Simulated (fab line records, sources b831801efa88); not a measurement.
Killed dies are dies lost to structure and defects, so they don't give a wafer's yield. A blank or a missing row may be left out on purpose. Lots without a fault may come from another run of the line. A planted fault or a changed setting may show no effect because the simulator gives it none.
Chamber matching | flow gf180mcu | GF_POLY_GATE_ETCH_13 on rie_si-02: 4 sister chambers
The step etches poly-Si in HBr/Cl2, stops on SiO2, target depth 198.5 nm, time 69.6 s. 4 wafers are shown with their chamber, then 6 later ones without.

WAFERS WITH THEIR CHAMBER
wafer  | chamber | drypump_motor_current_A (A)
L813.1 | 2       | 5.2
L813.4 | 3       | 5.6
L814.5 | 1       | 5.7
L814.6 | 0       | 6.4

WAFERS WITHOUT THEIR CHAMBER
wafer  | drypump_motor_current_A (A)
L817.2 | 5.6
L817.4 | 6.4
L817.6 | 5.1
L823.2 | 6.3
L823.4 | 5.6
L823.6 | 5.7

WHICH CHAMBER EACH WENT THROUGH
wafer  | from the rows above     | in truth
L817.2 | can't be placed: 3 or 1 | 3
L817.4 | 0                       | 0
L817.6 | 2                       | 2
L823.2 | 0                       | 0
L823.4 | can't be placed: 3 or 1 | 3
L823.6 | can't be placed: 1 or 3 | 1
Placed correctly: 3 of 6. Can't be placed from these rows: 3 (the true chamber is among the candidates in 3). Placed wrongly: 0.
How it was worked out, from the rows above alone: a wafer's distance from a chamber is the root of the sum, over the readings, of the square of ((its reading less the chamber's mean) divided by the reading's scatter). The wafer belongs to the nearest chamber; if the next one is less than 2 further off, it can't be placed. A chamber's mean is the mean of its shown wafers. The scatter: with one shown wafer a chamber, the root of the mean of the squares of how far each hidden wafer lies from its nearest shown one.
